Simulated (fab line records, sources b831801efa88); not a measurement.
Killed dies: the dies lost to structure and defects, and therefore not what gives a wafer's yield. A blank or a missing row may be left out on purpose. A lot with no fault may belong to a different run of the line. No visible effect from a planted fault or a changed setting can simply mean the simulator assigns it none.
2 desks, one fault -- flow gf180mcu -- each desk has only its own numbers; what lay behind them comes last

AT THE METROLOGY DESK
What the gauges read for every lot (on any tool): the sampled wafers with a number, averaged. Marked OUT: a lot whose mean sits more than 4 standard deviations from the usual mean, which makes it out of limits; the brackets give that distance.
Columns: A = V5_W_RS at GF_V5_RS_MEAS_24, usual 0.3296 ohm/sq; B = cd-nm at GF_TOP_METAL_CD_MEAS_14, usual 440.3 nm
lot,first seen here,A,B
L965,day 28 00:56,0.3312,440.7
L964,day 28 05:16,0.3285,441.0
L966,day 28 15:39,0.3296,443.1
L967,day 28 20:08,0.3336,441.0
L968,day 29 08:20,0.3288,441.1
L969,day 29 11:32,0.3263,443.4
L970,day 30 01:37,0.3339,436.1
L971,day 30 07:50,0.3330,438.8
L972,day 30 11:27,0.3310,444.0
L973,day 30 20:25,0.3295,439.0
L980,day 32 20:17,0.3278,441.5
L981,day 33 00:33,0.3319,441.6
L983,day 33 03:08,0.3264,440.8
L985,day 33 18:25,0.3290,438.6
This desk's verdict: no lot among the 14 shows anything out of limits.

THE TOOL OWNER'S DESK: rie-diel-03
The tool's own readings at GF_HV_LDD_ETCHBACK_58 (etches Si3N4 in CH3F/O2, stops on SiO2, time 100 s, target depth 90 nm): means of the sampled wafers that have a number, for each lot that ran on this tool. Marked OUT: a lot whose mean sits more than 4 standard deviations from the usual mean, which makes it out of limits; the brackets give that distance.
Columns: A = drypump-motor-current-A at GF_HV_LDD_ETCHBACK_58, usual 6.1 A; B = oes-product-au at GF_HV_LDD_ETCHBACK_58, usual 0.844 a.u.; C = throttle-valve-pct at GF_HV_LDD_ETCHBACK_58, usual 10.562 %
lot,first seen here,A,B,C
L967,day 14 04:08,5.9,0.837,10.566
L971,day 15 16:40,5.7,0.852,10.570
L980,day 19 00:08,5.7,0.848,10.567
L981,day 19 06:50,5.9,0.846,10.554
This desk's verdict: no lot among the 4 shows anything out of limits.

BROUGHT TOGETHER
The metrology desk saw nothing out of limits.
Nothing out of limits was seen by the tool owner's desk.

WHAT HAD BEEN PUT IN BY THE SIMULATOR
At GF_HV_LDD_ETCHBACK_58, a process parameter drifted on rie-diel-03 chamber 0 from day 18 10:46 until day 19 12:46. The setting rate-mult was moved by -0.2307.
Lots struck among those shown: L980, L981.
